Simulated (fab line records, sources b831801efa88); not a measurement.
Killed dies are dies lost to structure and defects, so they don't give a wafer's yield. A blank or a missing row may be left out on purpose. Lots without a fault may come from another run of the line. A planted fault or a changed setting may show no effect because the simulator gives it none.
Problem report in the 8D (eight disciplines) form, filled by code | flow sky130 | the parts of the form that need people (team, actions taken, sign-off) are left out

1. THE PROBLEM
killed_at_contacts at SKY_PAD_OPEN_PROBE_99 reads a mean of 68 on 9 wafers of 3 lots; wafers without a fault read 24 with a standard deviation of 5.3. That is +8.3 standard deviations from the usual mean.
First seen on wafer L523.2, day 47 19:42, on prober-01. The record holds 39 wafers of 13 lots with a number at this step. Rule for "out", or "out of limits": more than 4 standard deviations from the usual mean. The other wafers with a number count as sound.

2. WHAT IT IS AND WHAT IT IS NOT
question                    | is                     | is not
which readings at this step | killed_at_contacts     | killed_at_front_end, killed_at_other, killed_open, killed_short
which lots                  | L523, L524, L528       | L516, L517, L519, L522, L525, L532, L534, L537, L538, L539
which wafers of those lots  | all that have a number | -
read on which tools         | prober-01, prober-02   | -
when                        | from day 47 19:42      | up to then (12 sound wafers); but 18 sound wafers of L525, L532, L534, L537, L538, L539 came after

3. SUSPECTS, AND WHAT RULES EACH OUT
Counting: a tool at a process step up to the reading stays a suspect if it ran every lot that is out and no sound lot after the first of them.
- hdpcvd-02 at SKY_CONTACT_HDPCVD_02 (deposits SiO2, target thk 565 nm, time 94.2 s): ruled out as a lasting fault. Sound lots L537, L539 ran on it after its first lot that is out, L523 (day 33 04:32).
- plasma_asher-01 at SKY_PAD_OPEN_STRIP_08 (strips in O2/N2): ruled out as a lasting fault. Sound lots L532, L537, L538, L539 ran on it after its first lot that is out, L523 (day 47 17:26).
Left after counting: nothing in the record.

4. THE CAUSE (what the simulator had put in)
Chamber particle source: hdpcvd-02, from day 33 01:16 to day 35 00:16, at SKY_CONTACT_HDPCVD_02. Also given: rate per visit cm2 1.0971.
Counting ruled it out, wrongly: the rule takes a fault to strike every lot that its tool runs from its start on, and this one did not.

5. THE CHAIN OF EFFECTS, in route order
Each row: a reading whose mean over the struck wafers that have a number lies more than 3 standard deviations from the usual. Only readings for which the record gives a usual standard deviation are gone through. hours: the time from each lot's start at the first step in this table that gives one to its start at this step, as a median over the lots. sigmas: the change in usual standard deviations.
hours | step                  | reading            | usual | on struck wafers | change | sigmas
0     | SKY_PAD_OPEN_PROBE_99 | killed_at_contacts | 24    | 68               | +44    | +8.3
0     | SKY_PAD_OPEN_PROBE_99 | killed_dies        | 84    | 130              | +46    | +4.6
The process steps in it:
- SKY_PAD_OPEN_PROBE_99

6. WHAT WOULD HAVE CAUGHT IT SOONER
In this record the first reading out of limits was taken at day 47 19:42, 354 hours after the fault began at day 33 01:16.
Of the tool readings at SKY_CONTACT_HDPCVD_02 for which the record gives a usual standard deviation, none was out on any struck wafer, so an alarm limit of 4 standard deviations on them would not have fired.
